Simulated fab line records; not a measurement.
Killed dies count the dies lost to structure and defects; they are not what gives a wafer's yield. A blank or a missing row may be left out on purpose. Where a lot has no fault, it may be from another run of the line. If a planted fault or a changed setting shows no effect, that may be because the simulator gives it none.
fab line records | flow sky130 | part 1 of 2: steps 1 to 29 of 40
[record] lots = 5 wafers = 15 lastDay = 49
route steps=708 shown POLY_CUT@315 SD_P@320 RES_XHIGH@332 SD_N@342
lots that met no fault: from a run of the same line without faults
startH: hours from the record's opening day to when the first of the lot's shown wafers began | waitH: time in hours since the lot's previous step | " repeats the value in the row above | L1.1+2: a row that stands for several wafers | - no value, or no start was given | * or withheld: withheld | < > ~ a bound
route shown NAME@n: NAME is a module with steps in the file, n the number in the route of the first one | usual: mean and standard deviation over wafers with no fault | same: alike in all rows | chamber/n: place in a boat | sites: per-site readings | _std_site: standard deviation of those values | _edge_site: outer sites' mean less inner sites' | radiusMm: for every site, how far away it sits from the centre of the wafer | mask NAME#n: copy n | behind: the last tool/chamber to shape the wafer | hold: what put the lot on hold/how long, in hours/how the hold closed | device: transistor that didn't switch, given as n, p or np | end of line: the tests these same wafers got at the end of their route | for a step that has no rows: nothing shown but its recipe | killed: not the wafer's yield, but the dies lost to structure and defects at the first sort | map: shows each die of a wafer: x if killed, . if not, _ if none is there
set.NAME: the setting that was run; set.NAME@STEP: the one run at that earlier step | model.NAME: the simulator's own value behind a step, which no gauge read
lots at selected steps of the route; one table per step, one row per wafer
services: from which hour (startH, from the record's first day; less than 0 if before it) a tool's chamber was out of use, for how many hours, and why
[[steps]]
[step SKY_POLY_CUT_CD_MEAS_08]
[recipe] targetCdNm = 270
[usual] cdNm = 270.3/1.2
// columns lot.wafer tool chamber startH waitH cdNm
L077.1 cdSem-01 - 588.41 - 270.1
L077.3 " - " " 269.9
L077.4 " - " " 269.8
L081.1 cdSem-02 - 623.44 - 271.7
L081.4 " - " " 271.7
L081.5 " - " " 270.4
L082.2 cdSem-01 - 631.46 - 269.2
L082.3 " - " " 270.7
L082.4 " - " " 270.3
L092.1 cdSem-01 - 714.17 - 271.6
L092.3 " - " " 271.4
L092.6 " - " " 270.4
L093.1 cdSem-01 - 716.01 - 272.4
L093.3 " - " " 271.0
L093.4 " - " " 272.1
[step SKY_POLY_CUT_OVL_MEAS_09]
[usual] POLY_CUT_OVL = 1/5
// columns lot.wafer tool chamber startH waitH POLY_CUT_OVL[nm]
L077.1 overlay-01 - 588.53 0.1 11
L077.3 " - " " 9
L077.4 " - " " 12
L081.1 overlay-01 - 623.56 0.1 -3
L081.4 " - " " -2
L081.5 " - " " 5
L082.2 overlay-02 - 631.57 0.1 0
L082.3 " - " " 0
L082.4 " - " " 4
L092.1 overlay-02 - 714.29 0.1 -1
L092.3 " - " " 1
L092.6 " - " " -4
L093.1 overlay-02 - 716.13 0.1 -3
L093.3 " - " " -10
L093.4 " - " " -7
[step SKY_POLY_CUT_ETCH_10]
[recipe] chemistry = N2/H2 target = BARC ionEnergyEv = 200 sourceW = 500 biasW = 100 pressureMtorr = 30 n2FlowSccm = 100 h2FlowSccm = 200 stopOn = SiO2 timeS = 45.9 targetDepthA = 600
[usual] drypumpMotorCurrentA = 5.6/0.43 oesProductAu = 0.855/0.0048 throttleValvePct = 13.223/0.0088
// columns lot.wafer tool chamber startH waitH drypumpMotorCurrentA oesProductAu rfHoursCounterH throttleValvePct
L077.1 rieDiel-04 3 588.57 0.0 4.8 0.855 1 13.215
L077.3 " 1 " " 5.0 0.852 11 13.217
L077.4 " 0 " " 5.5 0.855 65 13.229
L081.1 rieDiel-01 1 623.60 0.0 5.0 0.854 38 13.208
L081.4 " 2 " " 5.7 0.850 0 13.217
L081.5 " 3 " " 5.7 0.859 - 13.213
L082.2 rieDiel-01 1 631.60 0.0 4.9 0.860 38 13.220
L082.3 " 0 " " 5.9 0.849 12 13.213
L082.4 " 3 " " 5.7 0.854 7 13.229
L092.1 rieDiel-02 2 714.33 0.0 5.7 0.857 11 13.208
L092.3 " 0 " " 5.7 0.860 15 13.223
L092.6 " 2 " " 5.7 0.858 - 13.222
L093.1 rieDiel-04 3 716.17 0.0 4.8 0.854 5 13.229
L093.3 " 1 " " 5.0 0.856 14 13.221
L093.4 " 0 " " 5.5 0.853 1 13.221
[step SKY_POLY_CUT_ETCH_11]
[recipe] target = Si3N4 chemistry = CF4/CH2F2/Ar stopOn = poly-Si sourceW = 600 biasW = 153 pressureMtorr = 40 cf4FlowSccm = 40 ch2f2FlowSccm = 20 Ar_flow_sccm = 150 timeS = 42.5 targetDepthA = 600
[usual] drypumpMotorCurrentA = 5.6/0.44 oesProductAu = 0.824/0.0057 throttleValvePct = 14.993/0.0092
// columns lot.wafer tool chamber startH waitH drypumpMotorCurrentA oesProductAu rfHoursCounterH throttleValvePct
L077.1 rieDiel-04 3 588.61 0.0 4.8 0.822 1 14.995
L077.3 " 1 " " 4.9 0.824 11 14.976
L077.4 " 0 " " 5.4 0.836 65 15.001
L081.1 rieDiel-01 1 623.64 0.0 4.9 0.824 38 14.998
L081.4 " 2 " " 5.8 0.833 0 14.981
L081.5 " 3 " " 5.7 0.811 - 15.006
L082.2 rieDiel-01 1 631.64 0.0 4.9 0.815 38 14.996
L082.3 " 0 " " 5.9 0.825 12 14.986
L082.4 " 3 " " 5.7 0.821 7 15.007
L092.1 rieDiel-02 2 714.37 0.0 5.7 0.819 11 14.992
L092.3 " 0 " " 5.7 0.821 15 14.986
L092.6 " 2 " " 5.7 0.827 - 15.006
L093.1 rieDiel-04 3 716.21 0.0 4.8 0.829 5 14.991
L093.3 " 1 " " 5.0 0.818 14 14.989
L093.4 " 0 " " 5.5 0.826 1 15.011
[step SKY_POLY_CUT_STRIP_12]
[recipe] chemistry = O2/N2 powerW = 1400 pressureMtorr = 1500 platenTempC = withheld o2FlowSccm = 3000 n2FlowSccm = 300 overashFraction = 0.5
[usual] drypumpMotorCurrentA = 5.6/0.32 o2FlowSccm = 2999/9.7 oesProductAu = 0.452/0.0043 stripTimeToEndpointS = 5.352/0.015
[same] overashFraction = 0.5
// columns lot.wafer tool chamber startH waitH drypumpMotorCurrentA o2FlowSccm oesProductAu rfHoursCounterH stripTimeToEndpointS
L077.1 plasmaAsher-01 0 588.65 0.0 6.1 3010 0.457 74 5.353
L077.3 " 0 " " 6.1 2998 0.449 - 5.342
L077.4 " 1 " " 5.6 3007 0.453 - 5.356
L081.1 plasmaAsher-04 1 623.68 0.0 5.8 2988 0.453 19 5.354
L081.4 " 1 " " 5.7 2985 0.449 - 5.322
L081.5 " 0 " " 5.8 3003 0.451 - 5.325
L082.2 plasmaAsher-03 1 631.68 0.0 5.1 2982 0.453 50 5.359
L082.3 " 1 " " 5.1 2988 0.448 - 5.360
L082.4 " 0 " " 5.5 3006 0.448 - 5.346
L092.1 plasmaAsher-01 1 714.41 0.0 5.6 3003 0.452 87 5.338
L092.3 " 1 " " 5.6 2994 0.453 - 5.333
L092.6 " 0 " " 6.1 3015 0.452 - 5.348
L093.1 plasmaAsher-01 0 716.25 0.0 6.1 3001 0.454 87 5.353
L093.3 " 1 " " 5.6 3005 0.446 - 5.350
L093.4 " 0 " " 6.1 3003 0.451 - 5.337
[step SKY_SD_P_DEHYDRATE_00]
[recipe] tempC = 200 timeS = 60
// columns lot.wafer tool chamber startH waitH
L077.1+3+4 lithoTrack-02 0 603.12 14.4
L081.1+4+5 lithoTrack-03 0 637.52 13.8
L082.2+3+4 lithoTrack-02 0 645.25 13.5
L092.1+3+6 lithoTrack-04 0 728.29 13.9
L093.1+3+4 lithoTrack-04 0 729.54 13.3
[step SKY_SD_P_HMDS_01]
[recipe] primeTimeS = 60 primeTempC = 120
// columns lot.wafer tool chamber startH waitH
L077.1+3+4 lithoTrack-02 0 603.27 0.1
L081.1+4+5 lithoTrack-03 0 637.67 0.1
L082.2+3+4 lithoTrack-02 0 645.40 0.1
L092.1+3+6 lithoTrack-04 0 728.44 0.1
L093.1+3+4 lithoTrack-04 0 729.69 0.1
[step SKY_SD_P_COAT_02]
[recipe] resist = NOVOLAK spinRpm = 3000 resistThkNm = 1140
// columns lot.wafer tool chamber startH waitH
L077.1+3+4 lithoTrack-02 0 603.42 0.1
L081.1+4+5 lithoTrack-03 0 637.82 0.1
L082.2+3+4 lithoTrack-02 0 645.55 0.1
L092.1+3+6 lithoTrack-04 0 728.59 0.1
L093.1+3+4 lithoTrack-04 0 729.84 0.1
[step SKY_SD_P_SOFTBAKE_03]
[recipe] tempC = 90 timeS = 60 resist = NOVOLAK
// columns lot.wafer tool chamber startH waitH
L077.1+3+4 lithoTrack-02 0 603.57 0.1
L081.1+4+5 lithoTrack-03 0 637.97 0.1
L082.2+3+4 lithoTrack-02 0 645.70 0.1
L092.1+3+6 lithoTrack-04 0 728.74 0.1
L093.1+3+4 lithoTrack-04 0 729.99 0.1
[step SKY_SD_P_EXPOSE_04]
[recipe] maskId = PSDM na = 0.6 sourceShape = conventional sigmaOuter = 0.6 polarization = unpolarized targetCdNm = 380 doseMj = 138
[usual] focusOffsetNm = 0.0/0.48
[same] na = 0.6
// columns lot.wafer tool chamber startH waitH mask focusOffsetNm
L077.1 ilineStepper-01 0 - - PSDM#0 -0.2
L077.3 " 0 " " PSDM#0 -0.3
L077.4 " 0 " " PSDM#0 0.3
L081.1 ilineStepper-02 0 - - PSDM#0 0.2
L081.4 " 0 " " PSDM#0 -0.3
L081.5 " 0 " " PSDM#0 0.5
L082.2 ilineStepper-02 0 - - PSDM#0 -0.8
L082.3 " 0 " " PSDM#0 -0.3
L082.4 " 0 " " PSDM#0 -0.7
L092.1 ilineStepper-01 0 - - PSDM#0 -0.4
L092.3 " 0 " " PSDM#0 0.1
L092.6 " 0 " " PSDM#0 -0.8
L093.1 ilineStepper-01 0 - - PSDM#0 -0.5
L093.3 " 0 " " PSDM#0 -0.3
L093.4 " 0 " " PSDM#0 -0.2
[step SKY_SD_P_PEB_05]
[recipe] tempC = withheld timeS = * resist = NOVOLAK
// columns lot.wafer tool chamber startH waitH
L077.1+3+4 lithoTrack-04 0 - -
L081.1+4+5 lithoTrack-03 0 - -
L082.2+3+4 lithoTrack-03 0 - -
L092.1+3+6 lithoTrack-03 0 - -
L093.1+3+4 lithoTrack-04 0 - -
[step SKY_SD_P_DEVELOP_06]
[recipe] resist = NOVOLAK developer = TMAH developTimeS = 60 devTempC = 23
// columns lot.wafer tool chamber startH waitH
L077.1+3+4 lithoTrack-04 0 616.94 0.1
L081.1+4+5 lithoTrack-03 0 651.62 0.1
L082.2+3+4 lithoTrack-03 0 659.95 0.1
L092.1+3+6 lithoTrack-03 0 741.72 0.1
L093.1+3+4 lithoTrack-04 0 742.99 0.1
[step SKY_SD_P_CD_MEAS_07]
[recipe] targetCdNm = 380
[usual] cdNm = 380.3/2.4
// columns lot.wafer tool chamber startH waitH cdNm
L077.1 cdSem-02 - 617.09 0.1 378.1
L077.3 " - " " 377.5
L077.4 " - " " 378.0
L081.1 cdSem-02 - 651.77 0.1 382.7
L081.4 " - " " 385.1
L081.5 " - " " 382.5
L082.2 cdSem-02 - 660.09 0.1 379.4
L082.3 " - " " 378.1
L082.4 " - " " 378.9
L092.1 cdSem-02 - 741.87 0.1 377.7
L092.3 " - " " 375.3
L092.6 " - " " 380.0
L093.1 cdSem-02 - 743.14 0.1 382.0
L093.3 " - " " 382.8
L093.4 " - " " 383.4
[step SKY_SD_P_OVL_MEAS_08]
[usual] SD_P_OVL = 0.5/1.3
// columns lot.wafer tool chamber startH waitH SD_P_OVL[nm]
L077.1 overlay-01 - 617.21 0.1 1.5
L077.3 " - " " 0.2
L077.4 " - " " -1.0
L081.1 overlay-02 - 651.89 0.1 0.4
L081.4 " - " " 1.2
L081.5 " - " " 1.2
L082.2 overlay-02 - 660.20 0.1 -1.4
L082.3 " - " " -1.7
L082.4 " - " " 0.6
L092.1 overlay-01 - 741.99 0.1 -1.0
L092.3 " - " " -0.6
L092.6 " - " " -0.2
L093.1 overlay-02 - 743.26 0.1 2.7
L093.3 " - " " 2.6
L093.4 " - " " 1.8
[step SKY_SD_P_IMPLANT_09]
[recipe] species = BF2 energyKev = 20 doseCm2 = 3e+15 tiltDeg = 0
[usual] doseIonsCm2 = 3e+15/3.2e+12
// columns lot.wafer tool chamber startH waitH doseIonsCm2
L077.1 implanter-01 0 617.25 0.0 2.995e+15
L077.3 " 0 " " 2.995e+15
L077.4 " 0 " " 2.997e+15
L081.1 implanter-02 0 651.93 0.0 2.998e+15
L081.4 " 0 " " 2.998e+15
L081.5 " 0 " " 2.999e+15
L082.2 implanter-04 0 660.25 0.0 2.996e+15
L082.3 " 0 " " 2.997e+15
L082.4 " 0 " " 2.999e+15
L092.1 implanter-01 0 742.03 0.0 3.001e+15
L092.3 " 0 " " 2.999e+15
L092.6 " 0 " " 3.004e+15
L093.1 implanter-04 0 743.30 0.0 3.005e+15
L093.3 " 0 " " 3.001e+15
L093.4 " 0 " " 2.998e+15
[step SKY_SD_P_STRIP_10]
[recipe] chemistry = O2/N2 powerW = 1400 pressureMtorr = 1500 platenTempC = withheld o2FlowSccm = 3000 n2FlowSccm = 300 overashFraction = 0.5
[usual] drypumpMotorCurrentA = 5.55/0.24 o2FlowSccm = 3002/8.8 oesProductAu = 0.618/0.0043 stripTimeToEndpointS = 17.49/0.036
[same] overashFraction = 0.5
// columns lot.wafer tool chamber startH waitH drypumpMotorCurrentA o2FlowSccm oesProductAu rfHoursCounterH stripTimeToEndpointS
L077.1 plasmaAsher-02 1 617.40 0.1 5.52 3010 0.621 97 17.55
L077.3 " 0 " " 5.66 3000 0.614 - 17.54
L077.4 " 1 " " 5.52 2997 0.615 - 17.57
L081.1 plasmaAsher-04 0 652.08 0.1 5.78 2997 0.620 22 17.43
L081.4 " 0 " " 5.79 2990 0.612 - 17.45
L081.5 " 1 " " 5.73 3017 0.620 - 17.47
L082.2 plasmaAsher-03 0 660.38 0.1 5.43 3012 0.622 53 17.54
L082.3 " 1 " " 5.14 3001 0.609 - 17.53
L082.4 " 0 " " 5.45 2996 0.615 - 17.51
L092.1 plasmaAsher-04 0 742.18 0.1 5.80 3003 0.612 32 17.47
L092.3 " 1 " " 5.75 2998 0.615 - 17.44
L092.6 " 1 " " 5.77 2995 0.618 - 17.49
L093.1 plasmaAsher-02 0 743.45 0.1 5.66 3003 0.617 0 17.53
L093.3 " 1 " " 5.53 3009 0.617 - 17.50
L093.4 " 0 " " 5.65 2991 0.616 - 17.52
[step SKY_SD_P_TW_MEAS_11]
[usual] SD_P_TW = 2844/14
// columns lot.wafer tool chamber startH waitH SD_P_TW
L077.1 filmMetro-03 - 617.50 0.1 2834
L077.3 " - " " 2855
L077.4 " - " " 2845
L081.1 filmMetro-01 - 652.18 0.1 2856
L081.4 " - " " 2859
L081.5 " - " " 2848
L082.2 filmMetro-04 - 660.49 0.1 2840
L082.3 " - " " 2863
L082.4 " - " " 2846
L092.1 filmMetro-03 - 742.28 0.1 2855
L092.3 " - " " 2838
L092.6 " - " " 2858
L093.1 filmMetro-04 - 743.55 0.1 2843
L093.3 " - " " 2835
L093.4 " - " " 2841
[step SKY_RES_XHIGH_DEHYDRATE_00]
[recipe] tempC = 200 timeS = 60
// columns lot.wafer tool chamber startH waitH
L077.1+3+4 lithoTrack-02 0 631.77 14.3
L081.1+4+5 lithoTrack-02 0 666.62 14.4
L082.2+3+4 lithoTrack-03 0 674.10 13.6
L092.1+3+6 lithoTrack-02 0 756.42 14.1
L093.1+3+4 lithoTrack-01 0 757.46 13.9
[step SKY_RES_XHIGH_HMDS_01]
[recipe] primeTimeS = 60 primeTempC = 120
// columns lot.wafer tool chamber startH waitH
L077.1+3+4 lithoTrack-02 0 631.92 0.1
L081.1+4+5 lithoTrack-02 0 666.77 0.1
L082.2+3+4 lithoTrack-03 0 674.25 0.1
L092.1+3+6 lithoTrack-02 0 756.57 0.1
L093.1+3+4 lithoTrack-01 0 757.61 0.1
[step SKY_RES_XHIGH_COAT_02]
[recipe] resist = NOVOLAK spinRpm = 3000 resistThkNm = 1140
// columns lot.wafer tool chamber startH waitH
L077.1+3+4 lithoTrack-02 0 632.07 0.1
L081.1+4+5 lithoTrack-02 0 666.92 0.1
L082.2+3+4 lithoTrack-03 0 674.40 0.1
L092.1+3+6 lithoTrack-02 0 756.72 0.1
L093.1+3+4 lithoTrack-01 0 757.76 0.1
[step SKY_RES_XHIGH_SOFTBAKE_03]
[recipe] tempC = 90 timeS = 60 resist = NOVOLAK
// columns lot.wafer tool chamber startH waitH
L077.1+3+4 lithoTrack-02 0 632.22 0.1
L081.1+4+5 lithoTrack-02 0 667.07 0.1
L082.2+3+4 lithoTrack-03 0 674.55 0.1
L092.1+3+6 lithoTrack-02 0 756.87 0.1
L093.1+3+4 lithoTrack-01 0 757.91 0.1
[step SKY_RES_XHIGH_EXPOSE_04]
[recipe] maskId = URPM na = 0.6 sourceShape = conventional sigmaOuter = 0.6 polarization = unpolarized targetCdNm = 1270 doseMj = 140
[usual] focusOffsetNm = 0.1/0.41
[same] na = 0.6
// columns lot.wafer tool chamber startH waitH mask focusOffsetNm
L077.1 ilineStepper-01 0 - - URPM#0 0.3
L077.3 " 0 " " URPM#0 0.0
L077.4 " 0 " " URPM#0 0.4
L081.1 ilineStepper-01 0 - - URPM#0 0.7
L081.4 " 0 " " URPM#0 0.0
L081.5 " 0 " " URPM#0 0.6
L082.2 ilineStepper-02 0 - - URPM#0 0.1
L082.3 " 0 " " URPM#0 1.1
L082.4 " 0 " " URPM#0 0.1
L092.1 ilineStepper-01 0 - - URPM#0 0.5
L092.3 " 0 " " URPM#0 0.2
L092.6 " 0 " " URPM#0 0.9
L093.1 ilineStepper-02 0 - - URPM#0 -0.8
L093.3 " 0 " " URPM#0 -0.5
L093.4 " 0 " " URPM#0 0.7
[step SKY_RES_XHIGH_PEB_05]
[recipe] tempC = withheld timeS = * resist = NOVOLAK
// columns lot.wafer tool chamber startH waitH
L077.1+3+4 lithoTrack-01 0 - -
L081.1+4+5 lithoTrack-02 0 - -
L082.2+3+4 lithoTrack-01 0 - -
L092.1+3+6 lithoTrack-01 0 - -
L093.1+3+4 lithoTrack-02 0 - -
[step SKY_RES_XHIGH_DEVELOP_06]
[recipe] resist = NOVOLAK developer = TMAH developTimeS = 60 devTempC = 23
// columns lot.wafer tool chamber startH waitH
L077.1+3+4 lithoTrack-01 0 645.81 0.1
L081.1+4+5 lithoTrack-02 0 680.67 0.1
L082.2+3+4 lithoTrack-01 0 689.24 0.1
L092.1+3+6 lithoTrack-01 0 769.36 0.1
L093.1+3+4 lithoTrack-02 0 770.47 0.1
[step SKY_RES_XHIGH_IMPLANT_07]
[recipe] species = BF2 energyKev = 20 doseCm2 = 3.6e+14 tiltDeg = 0
[usual] doseIonsCm2 = 3.6e+14/3.8e+11
// columns lot.wafer tool chamber startH waitH doseIonsCm2
L077.1 implanter-01 0 645.96 0.1 3.605e+14
L077.3 " 0 " " 3.606e+14
L077.4 " 0 " " 3.605e+14
L081.1 implanter-04 0 680.82 0.1 3.603e+14
L081.4 " 0 " " 3.598e+14
L081.5 " 0 " " 3.599e+14
L082.2 implanter-01 0 689.39 0.1 3.595e+14
L082.3 " 0 " " 3.599e+14
L082.4 " 0 " " 3.596e+14
L092.1 implanter-01 0 769.51 0.1 3.597e+14
L092.3 " 0 " " 3.599e+14
L092.6 " 0 " " 3.594e+14
L093.1 implanter-03 0 770.62 0.1 3.598e+14
L093.3 " 0 " " 3.603e+14
L093.4 " 0 " " 3.6e+14
[step SKY_RES_XHIGH_STRIP_08]
[recipe] chemistry = O2/N2 powerW = 1400 pressureMtorr = 1500 platenTempC = withheld o2FlowSccm = 3000 n2FlowSccm = 300 overashFraction = 0.5
[usual] drypumpMotorCurrentA = 5.56/0.26 o2FlowSccm = 2999/8.6 oesProductAu = 0.711/0.0042 stripTimeToEndpointS = 14.28/0.04
[same] overashFraction = 0.5
// columns lot.wafer tool chamber startH waitH drypumpMotorCurrentA o2FlowSccm oesProductAu rfHoursCounterH stripTimeToEndpointS
L077.1 plasmaAsher-03 1 646.11 0.1 5.13 2998 0.710 52 14.35
L077.3 " 1 " " 5.15 2978 0.712 - 14.31
L077.4 " 0 " " 5.46 2999 0.713 - 14.27
L081.1 plasmaAsher-01 0 680.97 0.1 6.10 2994 0.715 84 14.29
L081.4 " 0 " " 6.09 2992 0.707 - 14.25
L081.5 " 0 " " 6.09 2992 0.710 - 14.26
L082.2 plasmaAsher-02 0 689.51 0.1 5.64 3000 0.711 102 14.23
L082.3 " 1 " " 5.53 2998 0.714 - 14.23
L082.4 " 0 " " 5.65 3001 0.714 - 14.27
L092.1 plasmaAsher-02 0 769.66 0.1 5.65 3004 0.709 2 14.26
L092.3 " 1 " " 5.50 3001 0.712 - 14.21
L092.6 " 1 " " 5.51 2999 0.712 - 14.28
L093.1 plasmaAsher-03 0 770.77 0.1 5.42 3000 0.711 65 14.35
L093.3 " 1 " " 5.14 2995 0.713 - 14.33
L093.4 " 0 " " 5.43 2991 0.709 - 14.33
[step SKY_RES_XHIGH_TW_MEAS_09]
[usual] RES_XHIGH_TW = 1649/8.8
// columns lot.wafer tool chamber startH waitH RES_XHIGH_TW
L077.1 filmMetro-04 - 646.21 0.1 1648
L077.3 " - " " 1655
L077.4 " - " " 1655
L081.1 filmMetro-04 - 681.07 0.1 1648
L081.4 " - " " 1643
L081.5 " - " " 1637
L082.2 filmMetro-01 - 689.62 0.1 1651
L082.3 " - " " 1653
L082.4 " - " " 1641
L092.1 filmMetro-01 - 769.76 0.1 1645
L092.3 " - " " 1642
L092.6 " - " " 1637
L093.1 filmMetro-01 - 770.87 0.1 1640
L093.3 " - " " 1638
L093.4 " - " " 1648
[step SKY_SD_N_DEHYDRATE_00]
[recipe] tempC = 200 timeS = 60
// columns lot.wafer tool chamber startH waitH
L077.1+3+4 lithoTrack-04 0 660.09 13.9
L081.1+4+5 lithoTrack-01 0 695.16 14.1
L082.2+3+4 lithoTrack-01 0 702.79 13.2
L092.1+3+6 lithoTrack-01 0 782.31 12.5
L093.1+3+4 lithoTrack-04 0 784.34 13.5
[step SKY_SD_N_HMDS_01]
[recipe] primeTimeS = 60 primeTempC = 120
// columns lot.wafer tool chamber startH waitH
L077.1+3+4 lithoTrack-04 0 660.24 0.1
L081.1+4+5 lithoTrack-01 0 695.31 0.1
L082.2+3+4 lithoTrack-01 0 702.94 0.1
L092.1+3+6 lithoTrack-01 0 782.46 0.1
L093.1+3+4 lithoTrack-04 0 784.49 0.1
